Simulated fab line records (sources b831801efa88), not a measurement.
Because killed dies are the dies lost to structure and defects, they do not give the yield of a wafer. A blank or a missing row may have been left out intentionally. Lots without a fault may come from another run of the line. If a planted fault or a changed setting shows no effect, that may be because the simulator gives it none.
What tool caused it? || flow gf180mcu || 13 lots, 39 wafers sampled, at 5 steps of a route of 602

== WHAT THE GAUGES SHOWED, per wafer ==
GF_SAB_CD_MEAS_09 targets a cd of 420 nm. Usual: cd-nm 419.8 nm, standard deviation 1.9.
{"lot": "L660", "measured": "day 15 10:10", "on": "cd-sem-02", "cd-nm (nm)": "418.2 417.7 418.2", "flag": ""}
{"lot": "L661", "measured": "day 15 17:06", "on": "cd-sem-01", "cd-nm (nm)": "418.2 419.0 420.8", "flag": ""}
{"lot": "L662", "measured": "day 16 03:52", "on": "cd-sem-01", "cd-nm (nm)": "419.6 421.6 422.0", "flag": ""}
{"lot": "L663", "measured": "day 16 06:52", "on": "cd-sem-02", "cd-nm (nm)": "419.0 419.1 418.6", "flag": ""}
{"lot": "L666", "measured": "day 17 00:59", "on": "cd-sem-01", "cd-nm (nm)": "418.2 418.8 418.8", "flag": ""}
{"lot": "L667", "measured": "day 17 18:00", "on": "cd-sem-01", "cd-nm (nm)": "420.8 423.2 422.6", "flag": ""}
{"lot": "L668", "measured": "day 18 04:03", "on": "cd-sem-02", "cd-nm (nm)": "419.9 419.7 421.3", "flag": ""}
{"lot": "L670", "measured": "day 18 18:54", "on": "cd-sem-02", "cd-nm (nm)": "422.5 421.5 419.9", "flag": ""}
{"lot": "L672", "measured": "day 19 16:33", "on": "cd-sem-01", "cd-nm (nm)": "416.7 420.7 419.6", "flag": ""}
{"lot": "L673", "measured": "day 20 05:19", "on": "cd-sem-02", "cd-nm (nm)": "418.7 417.8 417.4", "flag": ""}
{"lot": "L675", "measured": "day 20 14:56", "on": "cd-sem-01", "cd-nm (nm)": "419.6 422.1 420.7", "flag": ""}
{"lot": "L682", "measured": "day 22 22:10", "on": "cd-sem-01", "cd-nm (nm)": "418.4 420.2 419.0", "flag": ""}
{"lot": "L683", "measured": "day 23 03:46", "on": "cd-sem-01", "cd-nm (nm)": "417.5 416.6 420.3", "flag": ""}

GF_CONTACT_OVL_MEAS_15. Usual: CONTACT_OVL typically reads 2 nm, with standard deviation 5.7.
{"lot": "L660", "measured": "day 16 09:15", "on": "overlay-02", "CONTACT_OVL (nm)": "-7 -8 -6", "flag": ""}
{"lot": "L661", "measured": "day 16 16:35", "on": "overlay-02", "CONTACT_OVL (nm)": "13 10 7", "flag": ""}
{"lot": "L662", "measured": "day 17 04:01", "on": "overlay-02", "CONTACT_OVL (nm)": "8 4 5", "flag": ""}
{"lot": "L663", "measured": "day 17 07:41", "on": "overlay-01", "CONTACT_OVL (nm)": "-4 -5 -4", "flag": ""}
{"lot": "L666", "measured": "day 18 00:47", "on": "overlay-02", "CONTACT_OVL (nm)": "5 9 3", "flag": ""}
{"lot": "L667", "measured": "day 18 20:14", "on": "overlay-01", "CONTACT_OVL (nm)": "-6 -1 5", "flag": ""}
{"lot": "L668", "measured": "day 19 06:23", "on": "overlay-01", "CONTACT_OVL (nm)": "7 5 12", "flag": ""}
{"lot": "L670", "measured": "day 19 21:34", "on": "overlay-01", "CONTACT_OVL (nm)": "7 5 -3", "flag": ""}
{"lot": "L672", "measured": "day 20 17:38", "on": "overlay-02", "CONTACT_OVL (nm)": "4 -4 -2", "flag": ""}
{"lot": "L673", "measured": "day 21 06:57", "on": "overlay-02", "CONTACT_OVL (nm)": "-1 -3 -3", "flag": ""}
{"lot": "L675", "measured": "day 21 17:11", "on": "overlay-01", "CONTACT_OVL (nm)": "3 2 8", "flag": ""}
{"lot": "L682", "measured": "day 23 22:24", "on": "overlay-02", "CONTACT_OVL (nm)": "15 7 10", "flag": ""}
{"lot": "L683", "measured": "day 24 03:59", "on": "overlay-01", "CONTACT_OVL (nm)": "0 -3 0", "flag": ""}

GF_V1_THK_MEAS_01. Usual: V1_CVD_00_THK typically reads 601 nm, with standard deviation 5.8.
{"lot": "L660", "measured": "day 17 09:24", "on": "film-metro-04", "V1_CVD_00_THK (nm)": "605 600 604", "flag": ""}
{"lot": "L661", "measured": "day 17 17:04", "on": "film-metro-01", "V1_CVD_00_THK (nm)": "592 606 614", "flag": ""}
{"lot": "L662", "measured": "day 18 05:03", "on": "film-metro-02", "V1_CVD_00_THK (nm)": "607 593 609", "flag": ""}
{"lot": "L663", "measured": "day 18 09:18", "on": "film-metro-04", "V1_CVD_00_THK (nm)": "600 596 612", "flag": ""}
{"lot": "L666", "measured": "day 19 02:40", "on": "film-metro-04", "V1_CVD_00_THK (nm)": "596 597 602", "flag": ""}
{"lot": "L667", "measured": "day 19 23:01", "on": "film-metro-02", "V1_CVD_00_THK (nm)": "610 610 604", "flag": ""}
{"lot": "L668", "measured": "day 20 08:50", "on": "film-metro-04", "V1_CVD_00_THK (nm)": "606 605 592", "flag": ""}
{"lot": "L670", "measured": "day 20 23:53", "on": "film-metro-02", "V1_CVD_00_THK (nm)": "596 591 602", "flag": ""}
{"lot": "L672", "measured": "day 21 20:25", "on": "film-metro-04", "V1_CVD_00_THK (nm)": "303 306 304 303 306 304", "flag": "OFF"}
{"lot": "L673", "measured": "day 22 08:21", "on": "film-metro-02", "V1_CVD_00_THK (nm)": "300 304 297 300 304 297", "flag": "OFF"}
{"lot": "L675", "measured": "day 22 19:02", "on": "film-metro-04", "V1_CVD_00_THK (nm)": "609 605 603", "flag": ""}
{"lot": "L682", "measured": "day 24 22:37", "on": "film-metro-01", "V1_CVD_00_THK (nm)": "607 595 600", "flag": ""}
{"lot": "L683", "measured": "day 25 04:02", "on": "film-metro-02", "V1_CVD_00_THK (nm)": "600 604 610", "flag": ""}

== WHAT TOOL EACH LOT RAN ON (gives the tool, then ch and the chambers of the sampled wafers, and finally the start) ==
{"lot": "L660", "GF_CONTACT_ETCH_16": "rie-diel-04 ch 0,1,2, day 16 09:17", "GF_V1_CVD_00": "hdpcvd-01 ch 0,1,2, day 17 09:19"}
{"lot": "L661", "GF_CONTACT_ETCH_16": "rie-diel-03 ch 0,2,3, day 16 16:38", "GF_V1_CVD_00": "hdpcvd-02 ch 0,1,2, day 17 16:59"}
{"lot": "L662", "GF_CONTACT_ETCH_16": "rie-diel-04 ch 0,2,3, day 17 04:03", "GF_V1_CVD_00": "hdpcvd-02 ch 0,2, day 18 04:58"}
{"lot": "L663", "GF_CONTACT_ETCH_16": "rie-diel-03 ch 0,1,2, day 17 07:43", "GF_V1_CVD_00": "hdpcvd-02 ch 0,1,2, day 18 09:13"}
{"lot": "L666", "GF_CONTACT_ETCH_16": "rie-diel-03 ch 1,2,3, day 18 00:49", "GF_V1_CVD_00": "hdpcvd-01 ch 0,2, day 19 02:35"}
{"lot": "L667", "GF_CONTACT_ETCH_16": "rie-diel-03 ch 0,1, day 18 20:17", "GF_V1_CVD_00": "hdpcvd-01 ch 0,1, day 19 22:57"}
{"lot": "L668", "GF_CONTACT_ETCH_16": "rie-diel-03 ch 0,3, day 19 06:25", "GF_V1_CVD_00": "hdpcvd-02 ch 0,2, day 20 08:46"}
{"lot": "L670", "GF_CONTACT_ETCH_16": "rie-diel-03 ch 1,3, day 19 21:36", "GF_V1_CVD_00": "hdpcvd-02 ch 0,1,2, day 20 23:49"}
{"lot": "L672", "GF_CONTACT_ETCH_16": "rie-diel-01 ch 0,3, day 20 17:41", "GF_V1_CVD_00": "hdpcvd-02 ch 1,2, day 21 20:20"}
{"lot": "L673", "GF_CONTACT_ETCH_16": "rie-diel-04 ch 1,2,3, day 21 06:59", "GF_V1_CVD_00": "hdpcvd-02 ch 1,2, day 22 08:16"}
{"lot": "L675", "GF_CONTACT_ETCH_16": "rie-diel-04 ch 1,2, day 21 17:13", "GF_V1_CVD_00": "hdpcvd-01 ch 0,1,2, day 22 18:57"}
{"lot": "L682", "GF_CONTACT_ETCH_16": "rie-diel-04 ch 1,2,3, day 23 22:26", "GF_V1_CVD_00": "hdpcvd-02 ch 0,1, day 24 22:32"}
{"lot": "L683", "GF_CONTACT_ETCH_16": "rie-diel-01 ch 0,2,3, day 24 04:01", "GF_V1_CVD_00": "hdpcvd-01 ch 0,2, day 25 03:56"}
- GF_CONTACT_ETCH_16: etches BARC in N2/H2.
- GF_V1_CVD_00: deposits SiO2, target thk 600 nm, time 100 s.

== AS READ BY THE TOOLS THEMSELVES (means over the sampled wafers that have a number; for cases with no such wafer, the mark the record gives instead) ==
GF_CONTACT_ETCH_16. Usual: drypump-motor-current-A 5.7 A, standard deviation 0.61; oes-product-au 0.855 a.u., standard deviation 0.0053; throttle-valve-pct 13.223 %, standard deviation 0.0081.
{"lot": "L660", "tool": "rie-diel-04", "drypump-motor-current-A (A)": 5.3, "oes-product-au (a.u.)": 0.858, "throttle-valve-pct (%)": 13.222, "flag": ""}
{"lot": "L661", "tool": "rie-diel-03", "drypump-motor-current-A (A)": 5.7, "oes-product-au (a.u.)": 0.852, "throttle-valve-pct (%)": 13.222, "flag": ""}
{"lot": "L662", "tool": "rie-diel-04", "drypump-motor-current-A (A)": 5.1, "oes-product-au (a.u.)": 0.844, "throttle-valve-pct (%)": 13.228, "flag": ""}
{"lot": "L663", "tool": "rie-diel-03", "drypump-motor-current-A (A)": 5.8, "oes-product-au (a.u.)": 0.857, "throttle-valve-pct (%)": 13.221, "flag": ""}
{"lot": "L666", "tool": "rie-diel-03", "drypump-motor-current-A (A)": 5.7, "oes-product-au (a.u.)": 0.858, "throttle-valve-pct (%)": 13.224, "flag": ""}
{"lot": "L667", "tool": "rie-diel-03", "drypump-motor-current-A (A)": 6.4, "oes-product-au (a.u.)": 0.852, "throttle-valve-pct (%)": 13.220, "flag": ""}
{"lot": "L668", "tool": "rie-diel-03", "drypump-motor-current-A (A)": 6.2, "oes-product-au (a.u.)": 0.857, "throttle-valve-pct (%)": 13.228, "flag": ""}
{"lot": "L670", "tool": "rie-diel-03", "drypump-motor-current-A (A)": 6.2, "oes-product-au (a.u.)": 0.855, "throttle-valve-pct (%)": 13.229, "flag": ""}
{"lot": "L672", "tool": "rie-diel-01", "drypump-motor-current-A (A)": 5.6, "oes-product-au (a.u.)": 0.857, "throttle-valve-pct (%)": 13.220, "flag": ""}
{"lot": "L673", "tool": "rie-diel-04", "drypump-motor-current-A (A)": 5.2, "oes-product-au (a.u.)": 0.854, "throttle-valve-pct (%)": 13.222, "flag": ""}
{"lot": "L675", "tool": "rie-diel-04", "drypump-motor-current-A (A)": 5.3, "oes-product-au (a.u.)": 0.859, "throttle-valve-pct (%)": 13.225, "flag": ""}
{"lot": "L682", "tool": "rie-diel-04", "drypump-motor-current-A (A)": 5.2, "oes-product-au (a.u.)": 0.857, "throttle-valve-pct (%)": 13.230, "flag": ""}
{"lot": "L683", "tool": "rie-diel-01", "drypump-motor-current-A (A)": 6.0, "oes-product-au (a.u.)": 0.861, "throttle-valve-pct (%)": 13.217, "flag": ""}

GF_V1_CVD_00. Usual: sih4-flow-sccm 60.02 sccm, standard deviation 0.18.
{"lot": "L660", "tool": "hdpcvd-01", "sih4-flow-sccm (sccm)": 60.14, "flag": ""}
{"lot": "L661", "tool": "hdpcvd-02", "sih4-flow-sccm (sccm)": 60.01, "flag": ""}
{"lot": "L662", "tool": "hdpcvd-02", "sih4-flow-sccm (sccm)": 59.98, "flag": ""}
{"lot": "L663", "tool": "hdpcvd-02", "sih4-flow-sccm (sccm)": 60.13, "flag": ""}
{"lot": "L666", "tool": "hdpcvd-01", "sih4-flow-sccm (sccm)": 59.94, "flag": ""}
{"lot": "L667", "tool": "hdpcvd-01", "sih4-flow-sccm (sccm)": 60.13, "flag": ""}
{"lot": "L668", "tool": "hdpcvd-02", "sih4-flow-sccm (sccm)": 59.94, "flag": ""}
{"lot": "L670", "tool": "hdpcvd-02", "sih4-flow-sccm (sccm)": 60.14, "flag": ""}
{"lot": "L672", "tool": "hdpcvd-02", "sih4-flow-sccm (sccm)": 30.11, "flag": "OFF"}
{"lot": "L673", "tool": "hdpcvd-02", "sih4-flow-sccm (sccm)": 30.02, "flag": "OFF"}
{"lot": "L675", "tool": "hdpcvd-01", "sih4-flow-sccm (sccm)": 59.96, "flag": ""}
{"lot": "L682", "tool": "hdpcvd-02", "sih4-flow-sccm (sccm)": 59.98, "flag": ""}
{"lot": "L683", "tool": "hdpcvd-01", "sih4-flow-sccm (sccm)": 60.08, "flag": ""}

== THE ANSWER, worked out from the rows above alone ==
Rule: a lot is off if the mean of its wafers that have a number lies more than 3 standard deviations from the usual mean. Also off: a lot with no number at a reading for which 4 or more lots have one. Any other lot the step has rows for is counted as sound. Order of review: gauges by route order, followed by the tools' own readings, for which a lot's mean as printed above is used. The first step at which some lot is off is used, and at that step the reading that is off furthest; a lot without a number counts as furthest.
Off: L672, L673, seen at GF_V1_THK_MEAS_01 (V1_CVD_00_THK).
If a tool, at a process step before that reading, ran all the lots that are off and no sound lot after the first of them, it fits. Not tried: the gauges at GF_V1_THK_MEAS_01; whatever is off there is also off at GF_V1_CVD_00, on other tools, and gauge error can't account for it. Of those tried, none fits.

== WHAT HAD BEEN PUT IN BY THE SIMULATOR ==
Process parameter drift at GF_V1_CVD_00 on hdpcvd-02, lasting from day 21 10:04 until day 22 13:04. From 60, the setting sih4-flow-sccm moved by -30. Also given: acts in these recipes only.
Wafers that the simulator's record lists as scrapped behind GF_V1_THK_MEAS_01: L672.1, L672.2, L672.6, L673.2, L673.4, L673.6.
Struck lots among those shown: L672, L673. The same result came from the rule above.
